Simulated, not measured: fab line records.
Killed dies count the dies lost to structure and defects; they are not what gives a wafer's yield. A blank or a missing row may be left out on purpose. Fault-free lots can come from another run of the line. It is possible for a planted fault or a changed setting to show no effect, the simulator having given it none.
Which tool was responsible? | flow sky130 | 11 lots with 33 wafers sampled at 2 steps, on a route of 708 steps

== WHAT THE GAUGES SHOWED, per wafer ==
SKY_CONTACT_CD_MEAS_14: target cd 170 nm.
lot  | measured     | on       | cdNm (nm)
L953 | day 32 05:38 | cdSem-01 | 169.8 168.0 168.4
L954 | day 33 05:38 | cdSem-02 | 171.1 171.9 172.2
L962 | day 35 19:54 | cdSem-02 | 171.3 171.2 171.0
L960 | day 35 22:14 | cdSem-02 | 167.7 169.2 170.6
L959 | day 35 23:55 | cdSem-01 | 170.6 170.9 171.8
L965 | day 36 03:32 | cdSem-01 | 170.0 168.6 169.3
L968 | day 36 13:36 | cdSem-01 | 166.4 168.8 168.1
L970 | day 37 13:26 | cdSem-02 | 169.9 170.2 171.2
L971 | day 37 13:41 | cdSem-02 | 173.9 173.7 173.2
L973 | day 37 23:45 | cdSem-02 | 169.4 171.3 171.8
L975 | day 38 15:10 | cdSem-02 | 170.0 168.8 170.1

SKY_METAL1_OVL_MEAS_16.
lot  | measured     | on         | METAL1_OVL (nm)
L953 | day 33 08:14 | overlay-02 | 0 -7 0
L954 | day 34 09:17 | overlay-01 | 0 3 3
L962 | day 36 22:49 | overlay-02 | -1 3 1
L960 | day 37 02:03 | overlay-01 | 2 8 -5
L959 | day 37 03:58 | overlay-01 | 1 4 8
L965 | day 37 07:24 | overlay-02 | 5 4 2
L968 | day 37 18:12 | overlay-02 | 9 9 12
L970 | day 38 16:52 | overlay-02 | -7 -1 -5
L971 | day 38 17:14 | overlay-01 | 2 -2 -3
L973 | day 39 02:23 | overlay-02 | 10 8 13
L975 | day 39 17:47 | overlay-02 | 10 3 14

== EACH LOT AND THE TOOL THAT RAN IT (in order: tool; ch and the chambers of the sampled wafers; start) ==
The record holds no process step before these readings.

== WHAT THE TOOLS THEMSELVES READ (means of the sampled wafers that have a number; where no wafer has one, the mark that the record gives instead) ==
The record holds no such reading with a usual standard deviation.

== THE ANSWER, worked out from the rows above alone ==
Rule: the lots themselves supply what counts as usual. The widest of any qualifying gaps counts: lots, ordered by their means at a reading, are off when they make up no more than a third of the lots, leave a main group of 4 or more, and stand apart from it by 3 or more times the standard deviation of that group's means. A main group is skipped when, at the precision printed for the reading in the tables above, its means are all equal. Also off: a lot with no number at a reading for which 4 or more lots have one. The other lots that the step has rows for count as sound. After the gauges, taken in route order, come the tools' own readings; for these a lot's mean is taken, as printed above. At the first step where some lot is off, the reading lying furthest off is the one used; lots without a number count as furthest.
Across all readings shown, no lot is off: no conclusion can be drawn from this.

== WHAT THE SIMULATOR HAD PUT IN ==
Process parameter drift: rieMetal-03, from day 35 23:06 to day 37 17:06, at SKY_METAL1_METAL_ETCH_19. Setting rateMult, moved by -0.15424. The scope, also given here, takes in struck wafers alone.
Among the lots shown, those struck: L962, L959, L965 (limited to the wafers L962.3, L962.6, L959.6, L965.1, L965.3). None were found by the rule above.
